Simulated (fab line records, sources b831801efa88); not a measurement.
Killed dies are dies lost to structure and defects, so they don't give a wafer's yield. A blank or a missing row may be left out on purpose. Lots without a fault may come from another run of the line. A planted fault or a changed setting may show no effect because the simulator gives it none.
One fault seen from 2 desks | flow gf180mcu | each desk has only its own numbers; what lay behind them comes last

THE METROLOGY DESK
What the gauges read, lot by lot, whatever tool the lot ran on: means of the sampled wafers that have a number. A lot is out of limits, marked OUT, if its mean lies more than 4 standard deviations from the usual mean; the brackets give that distance.
Columns: A = cd_nm at GF_V2_CD_MEAS_14, usual 260.2 nm; B = V2_OVL at GF_V2_OVL_MEAS_15, usual -2 nm
lot  | first seen here | A     | B
L398 | day 21 23:42    | 260.1 | -13
L399 | day 22 10:05    | 258.2 | -3
L402 | day 23 13:56    | 261.0 | -1
L403 | day 23 19:55    | 259.6 | -4
L414 | day 27 06:30    | 260.5 | 6
L415 | day 27 14:02    | 260.9 | 0
This desk's finding: nothing out of limits on any of the 6 lots.

THE TOOL OWNER'S DESK: pvd_sputter-04
The tool's own readings at GF_V2_SPUTTER_22 (material TiN, target thk 10 nm, time 40 s): means of the sampled wafers that have a number, for each lot that ran on this tool. A lot is out of limits, marked OUT, if its mean lies more than 4 standard deviations from the usual mean; the brackets give that distance.
Columns: A = throttle_valve_pct at GF_V2_SPUTTER_22, usual 30.5 %
lot  | first seen here | A
L399 | day 22 10:56    | 30.7
L402 | day 23 14:49    | 32.0
L403 | day 23 20:47    | 31.9
L414 | day 27 07:20    | 31.5
This desk's finding: nothing out of limits on any of the 4 lots.

PUT TOGETHER
The metrology desk saw nothing out of limits.
The tool owner's desk saw nothing out of limits.

WHAT THE SIMULATOR HAD PUT IN
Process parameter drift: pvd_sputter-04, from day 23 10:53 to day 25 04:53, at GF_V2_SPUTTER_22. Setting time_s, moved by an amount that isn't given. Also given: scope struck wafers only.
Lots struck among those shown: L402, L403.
